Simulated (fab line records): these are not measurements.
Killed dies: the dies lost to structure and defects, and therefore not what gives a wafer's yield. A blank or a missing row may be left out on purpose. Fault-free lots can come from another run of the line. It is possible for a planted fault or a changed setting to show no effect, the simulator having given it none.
Which tool was responsible? || flow gf180mcu || 7 lots with 21 wafers sampled at 3 steps, on a route of 602 steps

== WHAT THE GAUGES READ, wafer by wafer ==
GF_CONTACT_BOW_MEAS_05.
{"lot": "L202", "measured": "day 15 17:57", "on": "filmMetro-04", "CONTACT_BOW (um)": "60 63 58"}
{"lot": "L204", "measured": "day 16 03:53", "on": "filmMetro-02", "CONTACT_BOW (um)": "69 59 63"}
{"lot": "L207", "measured": "day 17 10:56", "on": "filmMetro-04", "CONTACT_BOW (um)": "65 60 68"}
{"lot": "L211", "measured": "day 18 20:49", "on": "filmMetro-04", "CONTACT_BOW (um)": "69 57 60"}
{"lot": "L213", "measured": "day 19 14:25", "on": "filmMetro-02", "CONTACT_BOW (um)": "66 52 68"}
{"lot": "L216", "measured": "day 20 16:28", "on": "filmMetro-04", "CONTACT_BOW (um)": "70 68 64"}
{"lot": "L224", "measured": "day 23 05:07", "on": "filmMetro-01", "CONTACT_BOW (um)": "66 66 73"}

== TOOL THAT RAN EACH LOT (tool first, then ch and the chambers of the sampled wafers, then the start) ==
{"lot": "L202", "GF_MVPSD_DEVELOP_06": "lithoTrack-01 ch 0, day 5 07:00", "GF_MVPSD_STRIP_10": "plasmaAsher-02 ch 0,1, day 5 07:56"}
{"lot": "L204", "GF_MVPSD_DEVELOP_06": "lithoTrack-01 ch 0, day 5 18:00", "GF_MVPSD_STRIP_10": "plasmaAsher-02 ch 0,1, day 5 18:58"}
{"lot": "L207", "GF_MVPSD_DEVELOP_06": "lithoTrack-02 ch 0, day 6 12:00", "GF_MVPSD_STRIP_10": "plasmaAsher-01 ch 0, day 6 13:14"}
{"lot": "L211", "GF_MVPSD_DEVELOP_06": "lithoTrack-03 ch 0, day 7 15:00", "GF_MVPSD_STRIP_10": "plasmaAsher-01 ch 0,1, day 7 15:40"}
{"lot": "L213", "GF_MVPSD_DEVELOP_06": "lithoTrack-03 ch 0, day 8 03:00", "GF_MVPSD_STRIP_10": "plasmaAsher-01 ch 0,1, day 8 03:31"}
{"lot": "L216", "GF_MVPSD_DEVELOP_06": "lithoTrack-01, day 8 18:00", "GF_MVPSD_STRIP_10": "plasmaAsher-03 ch 0,1, day 8 18:49"}
{"lot": "L224", "GF_MVPSD_DEVELOP_06": "lithoTrack-03 ch 0, day 10 18:00", "GF_MVPSD_STRIP_10": "plasmaAsher-01 ch 0,1, day 10 18:49"}
- GF_MVPSD_DEVELOP_06: develop time 60 s.
- GF_MVPSD_STRIP_10: strips in O2/N2.

== THE ANSWER, worked out from the rows above alone ==
Rule: the usual values come from the lots themselves. The widest of any qualifying gaps counts: lots, ordered by their means at a reading, are off when they make up no more than a third of the lots, leave a main group of 4 or more, and stand apart from it by 3 or more times the standard deviation of that group's means. If all means in a main group match to the digits the tables above print for the reading, that group is not used. Also off: a lot with no number at a reading for which 4 or more lots have one. Where the step has rows for the other lots, those lots are counted as sound.
None of the lots is off at any reading shown; this tells nothing.

== WHAT THE SIMULATOR PUT IN ==
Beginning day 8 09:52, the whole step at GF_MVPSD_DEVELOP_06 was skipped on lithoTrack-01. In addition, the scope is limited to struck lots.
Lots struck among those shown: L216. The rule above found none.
